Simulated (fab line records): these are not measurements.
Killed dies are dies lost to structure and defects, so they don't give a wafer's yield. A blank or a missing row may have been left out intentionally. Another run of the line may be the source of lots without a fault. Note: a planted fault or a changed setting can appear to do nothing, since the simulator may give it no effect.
Which tool did it? || flow gf180mcu || 6 lots with 18 wafers sampled at 2 steps, on a route of 602 steps

WHAT THE GAUGES SHOWED, per wafer
GF_CONTACT_RS_MEAS_25: uses a four-point probe to measure.
{"lot": "L770", "measured": "day 16 18:52", "on": "film-metro-01", "CONTACT_W_RS (ohm/sq)": "0.387 0.382 0.386"}
{"lot": "L772", "measured": "day 17 07:03", "on": "film-metro-03", "CONTACT_W_RS (ohm/sq)": "0.371 0.379 0.370"}
{"lot": "L778", "measured": "day 20 00:11", "on": "film-metro-01", "CONTACT_W_RS (ohm/sq)": "0.384 0.382 0.384"}
{"lot": "L783", "measured": "day 22 05:08", "on": "film-metro-02", "CONTACT_W_RS (ohm/sq)": "0.375 0.385 0.378"}
{"lot": "L786", "measured": "day 23 02:58", "on": "film-metro-03", "CONTACT_W_RS (ohm/sq)": "0.372 0.378 0.385"}
{"lot": "L790", "measured": "day 23 23:06", "on": "film-metro-03", "CONTACT_W_RS (ohm/sq)": "0.378 0.389 0.383"}

WHAT TOOL EACH LOT RAN ON (gives the tool, then ch and the chambers of the sampled wafers, and finally the start)
{"lot": "L770", "GF_NWELL_STRIP_10": "plasma-asher-03 ch 0,1, day 3 14:17"}
{"lot": "L772", "GF_NWELL_STRIP_10": "plasma-asher-03 ch 0, day 4 00:11"}
{"lot": "L778", "GF_NWELL_STRIP_10": "plasma-asher-04 ch 0,1, day 5 09:23"}
{"lot": "L783", "GF_NWELL_STRIP_10": "plasma-asher-02 ch 0,1, day 6 17:05"}
{"lot": "L786", "GF_NWELL_STRIP_10": "plasma-asher-03 ch 0,1, day 7 13:27"}
{"lot": "L790", "GF_NWELL_STRIP_10": "plasma-asher-02 ch 0,1, day 8 06:26"}
- GF_NWELL_STRIP_10: strips in O2/N2.

THE ANSWER, worked out from the rows above alone
Rule: what is usual is taken from the lots themselves. The widest of any qualifying gaps counts: lots, ordered by their means at a reading, are off when they make up no more than a third of the lots, leave a main group of 4 or more, and stand apart from it by 3 or more times the standard deviation of that group's means. The tables above print the reading to a certain number of digits; a main group whose means all agree to those digits is not used. Also off: a lot with no number at a reading for which 4 or more lots have one. Any other lot the step has rows for is counted as sound.
No lot is off on any of the readings shown, so nothing can be concluded from this.

WHAT THE SIMULATOR HAD INSERTED
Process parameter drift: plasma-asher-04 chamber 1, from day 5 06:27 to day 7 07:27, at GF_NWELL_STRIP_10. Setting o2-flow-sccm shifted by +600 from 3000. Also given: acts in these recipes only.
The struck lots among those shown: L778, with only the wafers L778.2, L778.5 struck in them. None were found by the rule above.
